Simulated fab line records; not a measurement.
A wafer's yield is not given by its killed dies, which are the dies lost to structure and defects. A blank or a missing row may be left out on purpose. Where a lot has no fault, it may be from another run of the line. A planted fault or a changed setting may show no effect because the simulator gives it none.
fab line records | flow sky130 | part 1 of 2: steps 1 to 32 of 41
record: lots: 5 wafers: 15 last-day: 50
route steps=708 shown METAL1@438 VIA1@458
lots untouched by any fault: they come from a run of this same line in which no faults occurred
start-h: hours from the record's opening day to when the first of the lot's shown wafers began | wait-h: how many hours have passed since the lot's step before this one | " same as the row above | L1.1+2: a row that stands for several wafers | - no value, or no start given | * or withheld: withheld | < > ~ a bound
route shown NAME@n: NAME is a module with steps in the file, n the number in the route of the first one | usual: mean/standard deviation taken from wafers without a fault | same: alike in all rows | chamber/n: place in a boat | sites: the reading at each site | _std_site: standard deviation of those values | _edge_site: the outer-site mean with the inner-site mean subtracted | radius-mm: for every site, how far away it sits from the centre of the wafer | mask NAME#n: copy n | behind: the most recent tool/chamber to have shaped the wafer | hold: what put the lot on hold/how long, in hours/how the hold closed | device: the n, p or np transistor that did not switch | end of line: at the end of the route, the tests of the same wafers | where a step has no rows: the recipe by itself | killed: at the first sort, the dies lost to defects and structure; wafer yield is something else | map: shows each die of a wafer: x if killed, . if not, _ if none is there
set.NAME: the setting that was run; set.NAME@STEP: the one run at that earlier step | model.NAME: the simulator's own value behind a step, which no gauge read
a table for each step, a row for each wafer; lots at some steps of the route
services: a tool's chamber out of use, with start hour (start-h, from the record's first day; less than 0 if before it), hours out, and reason
== steps ==
step: SKY_METAL1_SPUTTER_04
recipe: material: TiN target-thk-nm: 70 power-w: 6500 time-s: 58.3 chamber-pressure-pa: 0.4
usual: throttle-valve-pct: 30.1/0.62
columns lot.wafer tool chamber start-h wait-h throttle-valve-pct
L082.1 pvd-sputter-04 - 792.43 0.0 30.3
L082.4 " - " " 29.8
L082.6 " - " " 29.8
L083.3 pvd-sputter-02 - 802.48 0.0 29.6
L083.5 " - " " 29.8
L083.6 " - " " 30.4
L086.1 pvd-sputter-03 - 825.95 0.0 29.4
L086.2 " - " " 30.4
L086.4 " - " " 29.6
L093.1 pvd-sputter-03 - 867.42 0.0 29.5
L093.2 " - " " 31.2
L093.6 " - " " 29.2
L096.1 pvd-sputter-03 - 919.32 0.0 29.4
L096.2 " - " " 31.4
L096.4 " - " " 30.1
step: SKY_METAL1_RS_MEAS_05
recipe: thk-meas-gauge: four-point-probe reads: TiN_of_METAL1_SPUTTER_04+Ti_of_METAL1_SPUTTER_03+AlCu_of_METAL1_SPUTTER_02+TiN_of_METAL1_SPUTTER_01+Ti_of_METAL1_SPUTTER_00
usual: METAL1_ALCU_RS: 0.1263/0.0016
columns lot.wafer tool chamber start-h wait-h METAL1_ALCU_RS[ohm/sq]
L082.1 film-metro-01 - 792.48 0.0 0.1254
L082.4 " - " " 0.1271
L082.6 " - " " 0.1254
L083.3 film-metro-02 - 802.57 0.1 0.1296
L083.5 " - " " 0.1279
L083.6 " - " " 0.1296
L086.1 film-metro-04 - 826.00 0.0 0.1263
L086.2 " - " " 0.1268
L086.4 " - " " 0.1264
L093.1 film-metro-02 - 867.47 0.0 0.1287
L093.2 " - " " 0.1284
L093.6 " - " " 0.1286
L096.1 film-metro-01 - 919.37 0.0 0.1238
L096.2 " - " " 0.1237
L096.4 " - " " 0.1244
step: SKY_METAL1_THK_MEAS_06
recipe: thk-meas-gauge: xrf reads: AlCu_of_METAL1_SPUTTER_02
usual: METAL1_ALCU_THK: 250/3.3
columns lot.wafer tool chamber start-h wait-h METAL1_ALCU_THK[nm]
L082.1 film-metro-01 - 792.60 0.1 254
L082.4 " - " " 248
L082.6 " - " " 251
L083.3 film-metro-02 - 802.67 0.1 242
L083.5 " - " " 244
L083.6 " - " " 243
L086.1 film-metro-04 - 826.12 0.1 251
L086.2 " - " " 251
L086.4 " - " " 250
L093.1 film-metro-02 - 867.59 0.1 246
L093.2 " - " " 246
L093.6 " - " " 244
L096.1 film-metro-01 - 919.49 0.1 256
L096.2 " - " " 255
L096.4 " - " " 252
step: SKY_METAL1_DEHYDRATE_07
recipe: temp-c: 200 time-s: 60
columns lot.wafer tool chamber start-h wait-h
L082.1+4+6 litho-track-03 0 804.52 11.9
L083.3+5+6 litho-track-02 0 815.74 13.1
L086.1+2+4 litho-track-02 0 838.39 12.3
L093.1+2+6 litho-track-02 0 879.14 11.5
L096.1+2+4 litho-track-03 0 930.82 11.3
step: SKY_METAL1_HMDS_08
recipe: prime-time-s: 60 prime-temp-c: 120
columns lot.wafer tool chamber start-h wait-h
L082.1+4+6 litho-track-03 0 804.67 0.1
L083.3+5+6 litho-track-02 0 815.89 0.1
L086.1+2+4 litho-track-02 0 838.54 0.1
L093.1+2+6 litho-track-02 0 879.29 0.1
L096.1+2+4 litho-track-03 0 930.97 0.1
step: SKY_METAL1_COAT_09
recipe: resist: BARC temp-c: withheld time-s: withheld spin-rpm: 3000 resist-thk-nm: 60
columns lot.wafer tool chamber start-h wait-h
L082.1+4+6 litho-track-03 0 804.82 0.1
L083.3+5+6 litho-track-02 0 816.04 0.1
L086.1+2+4 litho-track-02 0 838.69 0.1
L093.1+2+6 litho-track-02 0 879.44 0.1
L096.1+2+4 litho-track-03 0 931.12 0.1
step: SKY_METAL1_COAT_10
recipe: resist: KrF-thick spin-rpm: 3000 resist-thk-nm: 450
columns lot.wafer tool chamber start-h wait-h
L082.1+4+6 litho-track-03 0 - -
L083.3+5+6 litho-track-02 0 - -
L086.1+2+4 litho-track-02 0 - -
L093.1+2+6 litho-track-02 0 - -
L096.1+2+4 litho-track-03 0 - -
step: SKY_METAL1_SOFTBAKE_11
recipe: temp-c: 100 time-s: 90 resist: KrF-thick
columns lot.wafer tool chamber start-h wait-h
L082.1+4+6 litho-track-03 0 - -
L083.3+5+6 litho-track-02 0 - -
L086.1+2+4 litho-track-02 0 - -
L093.1+2+6 litho-track-02 0 - -
L096.1+2+4 litho-track-03 0 - -
step: SKY_METAL1_EXPOSE_12
recipe: mask-id: MM1 na: 0.8 source-shape: annular sigma-inner: 0.55 sigma-outer: 0.85 target-cd-nm: 140 dose-mj: 28
columns lot.wafer tool chamber start-h wait-h mask
L082.1+4+6 krf-scanner-01 0 - - MM1#0
L083.3+5+6 krf-scanner-02 0 - - MM1#0
L086.1+2+4 krf-scanner-02 0 - - MM1#0
L093.1+2+6 krf-scanner-01 0 - - MM1#0
L096.1+2+4 krf-scanner-02 0 - - MM1#0
step: SKY_METAL1_PEB_13
recipe: peb-temp-c: withheld peb-time-s: withheld resist: KrF-thick
columns lot.wafer tool chamber start-h wait-h
L082.1+4+6 litho-track-02 0 - -
L083.3+5+6 litho-track-02 0 - -
L086.1+2+4 litho-track-03 0 - -
L093.1+2+6 litho-track-02 0 - -
L096.1+2+4 litho-track-02 0 - -
step: SKY_METAL1_DEVELOP_14
recipe: develop-time-s: 60 resist: KrF-thick dev-temp-c: 21
columns lot.wafer tool chamber start-h wait-h
L082.1+4+6 litho-track-02 0 - -
L083.3+5+6 litho-track-02 0 - -
L086.1+2+4 litho-track-03 0 - -
L093.1+2+6 litho-track-02 0 - -
L096.1+2+4 litho-track-02 0 - -
step: SKY_METAL1_CD_MEAS_15
recipe: target-cd-nm: 140
usual: cd-nm: 139.9/1.5
columns lot.wafer tool chamber start-h wait-h cd-nm
L082.1 cd-sem-01 - 818.79 - 137.9
L082.4 " - " " 138.7
L082.6 " - " " 138.0
L083.3 cd-sem-01 - 828.83 - 140.1
L083.5 " - " " 141.7
L083.6 " - " " 141.1
L086.1 cd-sem-01 - 851.62 - 139.4
L086.2 " - " " 139.9
L086.4 " - " " 137.5
L093.1 cd-sem-02 - 892.94 - 139.2
L093.2 " - " " 140.7
L093.6 " - " " 139.7
L096.1 cd-sem-02 - 943.89 - 139.1
L096.2 " - " " 138.3
L096.4 " - " " 139.1
step: SKY_METAL1_OVL_MEAS_16
usual: METAL1_OVL: -4/5.2
columns lot.wafer tool chamber start-h wait-h METAL1_OVL[nm]
L082.1 overlay-02 - 818.91 0.1 -7
L082.4 " - " " 2
L082.6 " - " " -13
L083.3 overlay-02 - 828.93 0.1 -10
L083.5 " - " " -11
L083.6 " - " " -17
L086.1 overlay-02 - 851.75 0.1 -2
L086.2 " - " " -6
L086.4 " - " " -3
L093.1 overlay-02 - 893.06 0.1 -1
L093.2 " - " " 3
L093.6 " - " " 1
L096.1 overlay-02 - 944.01 0.1 -8
L096.2 " - " " 2
L096.4 " - " " -5
step: SKY_METAL1_DESCUM_17
recipe: chemistry: O2 source-power-w: 150 bias-power-w: 0 pressure-mtorr: 10 temp-c: 40 time-s: 8
usual: drypump-motor-current-A: 5.8/0.33 oes-product-au: 0.998/0.0083 temp-c: 40.02/0.11
columns lot.wafer tool chamber start-h wait-h drypump-motor-current-A oes-product-au rf-hours-counter-h temp-c
L082.1 rie-metal-02 0 818.95 0.0 6.2 1.003 16 39.80
L082.4 " 0 " " 6.2 0.997 - 39.88
L082.6 " 1 " " 5.5 0.990 - 39.95
L083.3 rie-metal-04 1 828.97 0.0 6.0 0.998 - 39.84
L083.5 " 1 " " 6.0 0.999 - 40.18
L083.6 " 1 " " 6.0 0.989 - 40.16
L086.1 rie-metal-03 0 851.78 0.0 5.9 1.000 3 39.99
L086.2 " 1 " " 5.9 0.990 11 39.99
L086.4 " 1 " " 5.9 0.988 - 40.12
L093.1 rie-metal-03 1 893.10 0.0 5.8 1.003 13 40.08
L093.2 " 1 " " 5.8 0.994 - 40.07
L093.6 " 1 " " 5.8 0.994 - 40.10
L096.1 rie-metal-04 1 944.05 0.0 6.0 1.004 13 39.93
L096.2 " 0 " " 5.1 1.013 3 39.98
L096.4 " 0 " " 5.1 0.996 - 39.95
step: SKY_METAL1_ETCH_18
recipe: chemistry: N2/H2 target: BARC ion-energy-ev: 200 bias-w: 100 pressure-mtorr: 30 n2-flow-sccm: 100 h2-flow-sccm: 200 icp-w: 500 stop-on: SiO2 time-s: 45.9 target-depth-a: 600
usual: drypump-motor-current-A: 5.9/0.33 oes-product-au: 0.855/0.0048 throttle-valve-pct: 13.225/0.0082
columns lot.wafer tool chamber start-h wait-h drypump-motor-current-A oes-product-au rf-hours-counter-h throttle-valve-pct
L082.1 rie-metal-02 0 818.98 0.0 6.2 0.859 16 13.221
L082.4 " 0 " " 6.2 0.862 - 13.229
L082.6 " 1 " " 5.5 0.848 - 13.229
L083.3 rie-metal-04 1 829.05 0.1 6.0 0.839 - 13.226
L083.5 " 1 " " 6.0 0.858 - 13.221
L083.6 " 1 " " 6.0 0.854 - 13.217
L086.1 rie-metal-03 0 851.82 0.0 5.9 0.854 3 13.225
L086.2 " 1 " " 5.8 0.854 11 13.218
L086.4 " 1 " " 5.8 0.858 - 13.222
L093.1 rie-metal-03 1 893.16 0.1 5.9 0.847 13 13.222
L093.2 " 1 " " 5.9 0.857 - 13.227
L093.6 " 1 " " 5.9 0.854 - 13.220
L096.1 rie-metal-04 1 944.08 0.0 6.0 0.853 13 13.233
L096.2 " 0 " " 5.1 0.860 3 13.224
L096.4 " 0 " " 5.1 0.860 - 13.229
step: SKY_METAL1_METAL_ETCH_19
recipe: target-depth-a: 3600 stop-on: SiO2 over-etch-frac: 0.3 time-s: 78 chemistry: Cl2/BCl3 resist-sidewall-deg: 88 pressure-mtorr: 10 icp-w: 900 bias-w: 48.5 Cl2_flow_sccm: 60 bcl3-flow-sccm: 30
usual: drypump-motor-current-A: 5.8/0.33 oes-product-au: 0.855/0.0061 throttle-valve-pct: 22.264/0.01
same: over-etch-frac: 0.3
columns lot.wafer tool chamber start-h wait-h drypump-motor-current-A oes-product-au rf-hours-counter-h throttle-valve-pct
L082.1 rie-metal-02 0 819.04 0.0 6.2 0.852 16 22.277
L082.4 " 0 " " 6.2 0.854 - 22.274
L082.6 " 1 " " 5.5 0.862 - 22.255
L083.3 rie-metal-04 1 829.20 0.1 6.0 0.852 - 22.279
L083.5 " 1 " " 6.0 0.856 - 22.260
L083.6 " 1 " " 6.0 0.844 - 22.292
L086.1 rie-metal-03 0 851.88 0.0 5.8 0.857 3 22.258
L086.2 " 1 " " 5.9 0.854 11 22.238
L086.4 " 1 " " 5.9 0.850 - 22.262
L093.1 rie-metal-03 1 893.29 0.1 5.9 0.846 13 22.269
L093.2 " 1 " " 5.8 0.845 - 22.275
L093.6 " 1 " " 5.9 0.844 - 22.271
L096.1 rie-metal-04 1 944.14 0.0 6.0 0.863 13 22.262
L096.2 " 0 " " 5.1 0.866 3 22.253
L096.4 " 0 " " 5.1 0.859 - 22.263
step: SKY_METAL1_STRIP_20
recipe: chemistry: O2/N2 power-w: 1400 pressure-mtorr: 1500 platen-temp-c: withheld o2-flow-sccm: 3000 n2-flow-sccm: 300 overash-fraction: 0.5
usual: drypump-motor-current-A: 5.77/0.19 oes-product-au: 0.343/0.0048 strip-time-to-endpoint-s: 2.71/0.033
columns lot.wafer tool chamber start-h wait-h drypump-motor-current-A oes-product-au rf-hours-counter-h strip-time-to-endpoint-s
L082.1 plasma-asher-01 0 819.13 0.1 5.61 0.345 36 2.72
L082.4 " 0 " " 5.57 0.343 - 2.70
L082.6 " 0 " " 5.62 0.344 - 2.73
L083.3 plasma-asher-02 0 829.35 0.1 5.69 0.347 - 2.68
L083.5 " 1 " " 5.93 0.343 - 2.69
L083.6 " 0 " " 5.70 0.342 - 2.67
L086.1 plasma-asher-01 0 851.97 0.1 5.64 0.347 39 2.72
L086.2 " 1 " " 5.78 0.338 39 2.75
L086.4 " 1 " " 5.73 0.350 - 2.73
L093.1 plasma-asher-01 1 893.51 0.2 5.71 0.340 43 2.74
L093.2 " 0 " " 5.62 0.337 43 2.73
L093.6 " 1 " " 5.70 0.344 - 2.73
L096.1 plasma-asher-03 0 944.23 0.1 5.59 0.346 117 2.71
L096.2 " 1 " " 6.26 0.346 117 2.75
L096.4 " 1 " " 6.25 0.350 - 2.73
step: SKY_METAL1_STRIP_21
recipe: chemistry: post-etch-residue-remover time-s: 1200 temp-c: 72.5
usual: temp-c: 72.50/0.12
columns lot.wafer tool chamber start-h wait-h temp-c
L082.1 wet-bench-04 0 819.23 0.1 72.57
L082.4 " 0 " " 72.47
L082.6 " 0 " " 72.57
L083.3 wet-bench-04 3 829.42 0.0 72.51
L083.5 " 3 " " 72.25
L083.6 " 3 " " 72.49
L086.1 wet-bench-04 0 852.07 0.1 72.60
L086.2 " 0 " " 72.59
L086.4 " 0 " " 72.51
L093.1 wet-bench-03 2 893.61 0.1 72.54
L093.2 " 2 " " 72.72
L093.6 " 2 " " 72.72
L096.1 wet-bench-04 2 944.33 0.1 72.43
L096.2 " 2 " " 72.33
L096.4 " 2 " " 72.54
step: SKY_METAL1_CLEAN_22
recipe: chemistry: IPA time-s: 180 temp-c: 25
usual: temp-c: 25.01/0.1
columns lot.wafer tool chamber start-h wait-h temp-c
L082.1 wet-bench-01 2 819.61 0.0 24.90
L082.4 " 2 " " 25.03
L082.6 " 2 " " 24.99
L083.3 wet-bench-01 1 829.76 0.0 25.10
L083.5 " 1 " " 25.01
L083.6 " 1 " " 24.93
L086.1 wet-bench-04 0 852.41 0.0 25.02
L086.2 " 0 " " 25.01
L086.4 " 0 " " 24.82
L093.1 wet-bench-04 0 893.95 0.0 25.00
L093.2 " 0 " " 25.12
L093.6 " 0 " " 25.14
L096.1 wet-bench-01 2 944.68 0.0 24.99
L096.2 " 2 " " 24.84
L096.4 " 2 " " 25.16
step: SKY_METAL1_CLEAN_23
recipe: chemistry: O3/DIW dry: n2-spin
columns lot.wafer tool chamber start-h wait-h
L082.1+4+6 wet-bench-03 3 819.67 0.0
L083.3+5+6 wet-bench-04 3 829.82 0.0
L086.1+2+4 wet-bench-04 3 852.47 0.0
L093.1+2+6 wet-bench-01 3 894.01 0.0
L096.1+2+4 wet-bench-03 0 944.73 0.0
step: SKY_VIA1_HDPCVD_00
recipe: material: SiO2 target-thk-nm: 1030 sigma-open-frac: 0.3 time-s: 171.7 temp-c: 400 sih4-flow-sccm: 60 pressure-mtorr: 6
usual: pressure-mtorr: 6.001/0.012
columns lot.wafer tool chamber start-h wait-h pressure-mtorr
L082.1 hdpcvd-01 2 819.76 0.0 6.000
L082.4 " 2 " " 5.998
L082.6 " 2 " " 6.007
L083.3 hdpcvd-01 2 829.91 0.0 6.011
L083.5 " 0 " " 5.992
L083.6 " 2 " " 6.009
L086.1 hdpcvd-02 1 852.56 0.0 5.972
L086.2 " 0 " " 6.023
L086.4 " 0 " " 5.998
L093.1 hdpcvd-01 2 894.11 0.0 6.006
L093.2 " 1 " " 6.012
L093.6 " 0 " " 5.977
L096.1 hdpcvd-01 2 944.83 0.0 6.002
L096.2 " 1 " " 5.990
L096.4 " 1 " " 5.971
step: SKY_VIA1_THK_MEAS_01
recipe: reads: SiO2_of_VIA1_HDPCVD_00
usual: VIA1_HDPCVD_THK: 1033/10
columns lot.wafer tool chamber start-h wait-h VIA1_HDPCVD_THK[nm]
L082.1 film-metro-03 - 819.92 0.1 1025
L082.4 " - " " 1024
L082.6 " - " " 1036
L083.3 film-metro-01 - 830.04 0.1 1038
L083.5 " - " " 1025
L083.6 " - " " 1032
L086.1 film-metro-03 - 852.67 0.1 1040
L086.2 " - " " 1051
L086.4 " - " " 1027
L093.1 film-metro-01 - 894.22 0.1 1042
L093.2 " - " " 1031
L093.6 " - " " 1042
L096.1 film-metro-03 - 944.95 0.1 1043
L096.2 " - " " 1026
L096.4 " - " " 1029
step: SKY_VIA1_CMP_02
recipe: material: SiO2 down-force-psi: 4 platen-rpm: 60 pad-velocity-m-s: 0.94248
usual: motor-current-A: 12.0/1 platen-rpm: 60.00/0.037
columns lot.wafer tool chamber start-h wait-h motor-current-A platen-rpm
L082.4 cmp-01 2 819.98 0.0 12.9 60.02
L082.1 " 3 " " 11.0 60.00
L082.6 " 3 " " 10.2 59.98
L083.3 cmp-01 2 830.23 0.2 12.9 60.04
L083.6 " 3 " " 10.6 60.00
L083.5 " 0 " " 10.7 59.95
L086.2 cmp-02 3 852.73 0.0 13.3 60.04
L086.1 " 1 " " 11.8 59.98
L086.4 " 2 " " 11.6 59.98
L093.2 cmp-01 1 894.33 0.1 12.1 60.01
L093.1 " 2 " " 12.6 60.06
L093.6 " 1 " " 12.6 60.02
L096.2 cmp-01 3 945.01 0.0 10.8 59.97
L096.1 " 0 " " 10.6 60.04
L096.4 " 1 " " 12.0 60.05
step: SKY_VIA1_BOW_MEAS_03
recipe: mode: bow
usual: VIA1_BOW: 81/7.4
columns lot.wafer tool chamber start-h wait-h VIA1_BOW[um]
L082.1 film-metro-01 - 820.28 0.2 80
L082.4 " - " " 86
L082.6 " - " " 85
L083.3 film-metro-01 - 830.42 0.1 61
L083.5 " - " " 71
L083.6 " - " " 75
L086.1 film-metro-01 - 853.03 0.1 77
L086.2 " - " " 69
L086.4 " - " " 92
L093.1 film-metro-02 - 894.58 0.1 93
L093.2 " - " " 74
L093.6 " - " " 84
L096.1 film-metro-02 - 945.31 0.2 83
L096.2 " - " " 82
L096.4 " - " " 88
step: SKY_VIA1_DEHYDRATE_04
recipe: temp-c: 200 time-s: 60
columns lot.wafer tool chamber start-h wait-h
L082.1+4+6 litho-track-03 0 831.97 11.7
L083.3+5+6 litho-track-03 0 843.37 12.9
L086.1+2+4 litho-track-02 0 865.99 12.9
L093.1+2+6 litho-track-03 0 906.27 11.7
L096.1+2+4 litho-track-02 0 956.69 11.4
step: SKY_VIA1_HMDS_05
recipe: prime-time-s: 60 prime-temp-c: 120
columns lot.wafer tool chamber start-h wait-h
L082.1+4+6 litho-track-03 0 832.12 0.1
L083.3+5+6 litho-track-03 0 843.52 0.1
L086.1+2+4 litho-track-02 0 866.14 0.1
L093.1+2+6 litho-track-03 0 906.42 0.1
L096.1+2+4 litho-track-02 0 956.84 0.1
step: SKY_VIA1_COAT_06
recipe: resist: BARC temp-c: withheld time-s: withheld spin-rpm: 3000 resist-thk-nm: 60
columns lot.wafer tool chamber start-h wait-h
L082.1+4+6 litho-track-03 0 832.27 0.1
L083.3+5+6 litho-track-03 0 843.67 0.1
L086.1+2+4 litho-track-02 0 866.29 0.1
L093.1+2+6 litho-track-03 0 906.57 0.1
L096.1+2+4 litho-track-02 0 956.99 0.1
step: SKY_VIA1_COAT_07
recipe: resist: KrF-thick spin-rpm: 3000 resist-thk-nm: 450
columns lot.wafer tool chamber start-h wait-h
L082.1+4+6 litho-track-03 0 - -
L083.3+5+6 litho-track-03 0 - -
L086.1+2+4 litho-track-02 0 - -
L093.1+2+6 litho-track-03 0 - -
L096.1+2+4 litho-track-02 0 - -
step: SKY_VIA1_SOFTBAKE_08
recipe: temp-c: 100 time-s: 90 resist: KrF-thick
columns lot.wafer tool chamber start-h wait-h
L082.1+4+6 litho-track-03 0 - -
L083.3+5+6 litho-track-03 0 - -
L086.1+2+4 litho-track-02 0 - -
L093.1+2+6 litho-track-03 0 - -
L096.1+2+4 litho-track-02 0 - -
step: SKY_VIA1_EXPOSE_09
recipe: mask-id: VIM na: 0.8 source-shape: annular sigma-inner: 0.55 sigma-outer: 0.85 target-cd-nm: 150 dose-mj: 38
columns lot.wafer tool chamber start-h wait-h mask
L082.1+4+6 krf-scanner-02 0 - - VIM#0
L083.3+5+6 krf-scanner-02 0 - - VIM#0
L086.1+2+4 krf-scanner-01 0 - - VIM#0
L093.1+2+6 krf-scanner-01 0 - - VIM#0
L096.1+2+4 krf-scanner-01 0 - - VIM#0
step: SKY_VIA1_PEB_10
recipe: peb-temp-c: withheld peb-time-s: withheld resist: KrF-thick
columns lot.wafer tool chamber start-h wait-h
L082.1+4+6 litho-track-02 0 - -
L083.3+5+6 litho-track-03 0 - -
L086.1+2+4 litho-track-03 0 - -
L093.1+2+6 litho-track-01 0 - -
L096.1+2+4 litho-track-03 0 - -
step: SKY_VIA1_DEVELOP_11
recipe: develop-time-s: 60 resist: KrF-thick dev-temp-c: 21
columns lot.wafer tool chamber start-h wait-h
L082.1+4+6 litho-track-02 0 - -
L083.3+5+6 litho-track-03 0 - -
L086.1+2+4 litho-track-03 0 - -
L093.1+2+6 litho-track-01 0 - -
L096.1+2+4 litho-track-03 0 - -
